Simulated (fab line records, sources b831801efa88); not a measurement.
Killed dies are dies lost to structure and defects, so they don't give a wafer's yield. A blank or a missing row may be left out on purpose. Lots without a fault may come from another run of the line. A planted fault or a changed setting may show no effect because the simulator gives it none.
Which tool did it? | flow sky130 | 13 lots, 39 wafers sampled, at 2 steps of a route of 708

WHAT THE GAUGES READ, wafer by wafer
SKY_VT_ADJUST_HVTR_CD_MEAS_07: target cd 380 nm.
lot  | measured     | on        | cd_nm (nm)
L999 | day 9 14:02  | cd_sem-01 | 373 375 376
L101 | day 10 02:45 | cd_sem-02 | 375 375 373
L100 | day 10 04:59 | cd_sem-01 | 377 379 376
L106 | day 11 19:32 | cd_sem-01 | 392 380 379
L111 | day 13 02:43 | cd_sem-02 | 384 381 385
L113 | day 13 22:12 | cd_sem-01 | 376 376 379
L116 | day 14 22:58 | cd_sem-02 | 383 382 386
L118 | day 15 11:03 | cd_sem-01 | 385 381 382
L117 | day 15 13:11 | cd_sem-01 | 385 383 383
L119 | day 15 16:55 | cd_sem-01 | 379 377 382
L120 | day 15 19:02 | cd_sem-02 | 377 379 383
L121 | day 16 08:48 | cd_sem-02 | 375 376 380
L122 | day 16 14:19 | cd_sem-02 | 380 383 382

WHICH TOOL RAN EACH LOT (tool, then ch and the chambers of the sampled wafers, then the start)
lot  | SKY_VT_ADJUST_HVTR_DEVELOP_06
L999 | litho_track-02 ch 0, day 9 13:53
L101 | litho_track-04 ch 0, day 10 02:36
L100 | litho_track-02 ch 0, day 10 04:50
L106 | litho_track-03 ch 0, day 11 19:24
L111 | litho_track-02 ch 0, day 13 02:34
L113 | litho_track-04 ch 0, day 13 22:03
L116 | litho_track-02 ch 0, day 14 22:49
L118 | litho_track-04 ch 0, day 15 10:54
L117 | litho_track-04 ch 0, day 15 13:03
L119 | litho_track-04 ch 0, day 15 16:47
L120 | litho_track-03 ch 0, day 15 18:54
L121 | litho_track-04 ch 0, day 16 08:39
L122 | litho_track-02 ch 0, day 16 14:10
- SKY_VT_ADJUST_HVTR_DEVELOP_06: develop time 60 s.

WHAT THE TOOLS THEMSELVES READ (means of the sampled wafers that have a number; where no wafer has one, the mark that the record gives instead)
The record holds no such reading with a usual standard deviation.

THE ANSWER, worked out from the rows above alone
Rule: what is usual is taken from the lots themselves. Put in order of their means at a reading, lots are off if they are a third of the lots or fewer, leave a main group of 4 or more, and stand apart from it by a gap of 3 or more times the standard deviation of the main group's means; of several such gaps the widest counts. A main group whose means are all the same, to the digits that the tables above print for the reading, isn't used. A lot without any number at a reading at which 4 lots or more have one is off too. The other lots that the step has rows for count as sound. The gauges are gone through in route order, then the tools' own readings, and for those a lot's mean is taken as printed above. The first step at which some lot is off is used, and at that step the reading that is off furthest; a lot without a number counts as furthest.
No lot is off at any reading shown: from this, nothing can be told.

WHAT THE SIMULATOR HAD PUT IN
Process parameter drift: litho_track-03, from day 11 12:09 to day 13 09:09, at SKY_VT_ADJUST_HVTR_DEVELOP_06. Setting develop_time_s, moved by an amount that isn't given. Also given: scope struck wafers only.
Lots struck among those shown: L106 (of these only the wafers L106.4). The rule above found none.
